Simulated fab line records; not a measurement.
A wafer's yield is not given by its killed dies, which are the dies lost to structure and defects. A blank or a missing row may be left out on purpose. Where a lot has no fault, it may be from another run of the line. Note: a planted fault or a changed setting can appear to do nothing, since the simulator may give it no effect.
A struck lot beside a sound one	flow sky130	19 out of 708 route steps
Sound: the wafers L505.2, L505.4, L505.6. Struck: wafer L502.6 (left out: L502.2, L502.5 of the same lot, which were not struck); the cause appears at the end.
At each step with rows: each side's tool, then ch and its chambers, then its first start. Under that, the readings that differ: sound wafers	struck wafers	difference of the means	sigmas: that difference in standard deviations of wafers without a fault.
alike: readings whose means differ by less than 2 such deviations, and words and numbers that are the same on both sides. not compared: withheld readings, readings that some wafer has no value for, bounds like >300 that may hide the same value, and numbers for which the record gives no deviation and whose values overlap.
The two part at a step that has a row with sigmas, a row that says differs or no value, or rows on one side only. When numbers do not overlap yet have no deviation, they are printed without sigmas and do not part them. A reading that every wafer of one side lacks parts them only if that side has two wafers or more.

first, 6 steps without rows for these wafers: SKY_VT_ADJUST_PCH_HMDS_01 (prime time 60 s); SKY_VT_ADJUST_PCH_COAT_02 (resist thk 3000 nm); SKY_VT_ADJUST_PCH_SOFTBAKE_03; SKY_VT_ADJUST_PCH_EXPOSE_04 (exposes mask NWM, target cd 840 nm); SKY_VT_ADJUST_PCH_PEB_05; SKY_VT_ADJUST_PCH_DEVELOP_06 (develop time 60 s).
SKY_VT_ADJUST_PCH_OVL_MEAS_07:
  sound: overlay-02 at day 19 01:03; struck: overlay-01 at day 19 04:41
  alike: VT_ADJUST_PCH_OVL
next, for these wafers, 1 step has no rows: SKY_VT_ADJUST_PCH_IMPLANT_08.
SKY_VT_ADJUST_PCH_STRIP_09: strips in O2/N2.
  sound on plasma_asher-04 ch 0,1, day 19 01:14; struck on plasma_asher-01 ch 1, day 19 04:52
  alike: drypump_motor_current_A, o2_flow_sccm, oes_product_au, strip_time_to_endpoint_s
  not compared: rf_hours_counter_h
SKY_VT_ADJUST_PCH_TW_MEAS_10:
  sound: film_metro-04 at day 19 01:20; struck: film_metro-04 at day 19 04:58
  alike: VT_ADJUST_PCH_TW
then, 2 steps without rows for these wafers: SKY_SONOS_TUNNEL_DEHYDRATE_00 (time 60 s); SKY_SONOS_TUNNEL_HMDS_01 (prime time 60 s).
SKY_SONOS_TUNNEL_COAT_02: resist thk 1140 nm.
  sound on litho_track-01 ch 0, day 19 16:13; struck on litho_track-03 ch 0, day 19 20:48
reading	sound	struck	difference	sigmas
model.NOVOLAK_of_SONOS_TUNNEL_COAT_02.thk_nm (nm)	1138 1138 1139	1104	-34	
then, 3 steps without rows for these wafers: SKY_SONOS_TUNNEL_SOFTBAKE_03 (time 60 s); SKY_SONOS_TUNNEL_EXPOSE_04 (exposes mask TUNM, target cd 410 nm); SKY_SONOS_TUNNEL_PEB_05.
SKY_SONOS_TUNNEL_DEVELOP_06: develop time 60 s.
  sound on litho_track-01 ch 0, day 20 08:58; struck on litho_track-02 ch 0, day 20 12:34
reading	sound	struck	difference	sigmas
model.NOVOLAK_of_SONOS_TUNNEL_COAT_02.thk_nm (nm)	1138 1138 1139	1104	-34	
SKY_SONOS_TUNNEL_CD_MEAS_07 targets a cd of 410 nm.
  sound: cd_sem-02 at day 20 09:07; struck: cd_sem-02 at day 20 12:43
  alike: cd_nm
next, for these wafers, 1 step has no rows: SKY_PAD_OPEN_PROBE_99.

## WHERE THEY PART
Nowhere in this record.

WHY: what had been put in by the simulator
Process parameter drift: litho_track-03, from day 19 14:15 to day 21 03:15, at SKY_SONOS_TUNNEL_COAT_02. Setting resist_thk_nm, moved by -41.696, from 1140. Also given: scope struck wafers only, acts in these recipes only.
